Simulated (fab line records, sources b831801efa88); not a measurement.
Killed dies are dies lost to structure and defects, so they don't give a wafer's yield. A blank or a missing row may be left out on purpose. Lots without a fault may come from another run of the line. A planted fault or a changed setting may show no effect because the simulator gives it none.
One fault seen from 2 desks | flow sky130 | each desk has only its own numbers; what lay behind them comes last

THE METROLOGY DESK
What the gauges read, lot by lot, whatever tool the lot ran on: means of the sampled wafers that have a number. A lot is out of limits, marked OUT, if its mean lies more than 4 standard deviations from the usual mean; the brackets give that distance.
Columns: A = VT_ADJUST_LVTN_01_OVL at SKY_VT_ADJUST_LVTN_OVL_MEAS_18, usual 0.9 nm; B = cd_nm at SKY_POLY_GATE_CD_MEAS_22, usual 151.0 nm
lot  | first seen here | A    | B
L666 | day 7 21:35     | -1.9 | 148.1
L667 | day 7 23:38     | 2.4  | 151.6
L668 | day 8 02:44     | -1.5 | 149.5
L671 | day 9 02:56     | 2.3  | 149.5
L672 | day 9 09:45     | 0.9  | 151.0
L676 | day 10 17:53    | 2.4  | 152.3
L677 | day 10 18:11    | 0.2  | 152.2
L678 | day 11 03:54    | 1.1  | 152.2
L679 | day 11 09:41    | 1.6  | 149.9
L680 | day 11 16:12    | -0.8 | 150.6
L681 | day 11 22:04    | 2.1  | 148.5
L682 | day 12 07:23    | 0.4  | 151.9
L689 | day 14 07:06    | 1.8  | 150.2
This desk's finding: nothing out of limits on any of the 13 lots.

THE TOOL OWNER'S DESK: implanter-01
The tool's own readings at SKY_LDD_N_IMPLANT_12: means of the sampled wafers that have a number, for each lot that ran on this tool. A lot is out of limits, marked OUT, if its mean lies more than 4 standard deviations from the usual mean; the brackets give that distance.
Columns: A = beam_energy_keV at SKY_LDD_N_IMPLANT_12, usual 50.003
lot  | first seen here | A
L668 | day 18 08:15    | 49.997
L676 | day 21 17:43    | 49.994
L677 | day 21 19:53    | 50.000
L679 | day 22 17:31    | 50.018
L680 | day 23 01:03    | 37.594 (-99 or more) OUT
L681 | day 23 10:04    | 37.584 (-99 or more) OUT
L682 | day 23 19:44    | 37.586 (-99 or more) OUT
This desk's finding: out of limits on L680, L681, L682; first on L680, day 23 01:03 (beam_energy_keV at SKY_LDD_N_IMPLANT_12). In limits: L668, L676, L677, L679.

PUT TOGETHER
The tool owner's desk could have raised an alarm at day 23 01:03, on L680, L681, L682.
The metrology desk saw nothing out of limits.
The metrology desk has L680, L681, L682 on record, within its limits.
Of the lots named, all ran SKY_LDD_N_IMPLANT_12 on implanter-01.

WHAT THE SIMULATOR HAD PUT IN
Process parameter drift: implanter-01, from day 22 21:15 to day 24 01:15, at SKY_LDD_N_IMPLANT_12. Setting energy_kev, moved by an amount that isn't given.
Lots struck among those shown: L680, L681, L682.
Hours from the fault's start to each desk's first reading out of limits: the tool owner's desk, 4.
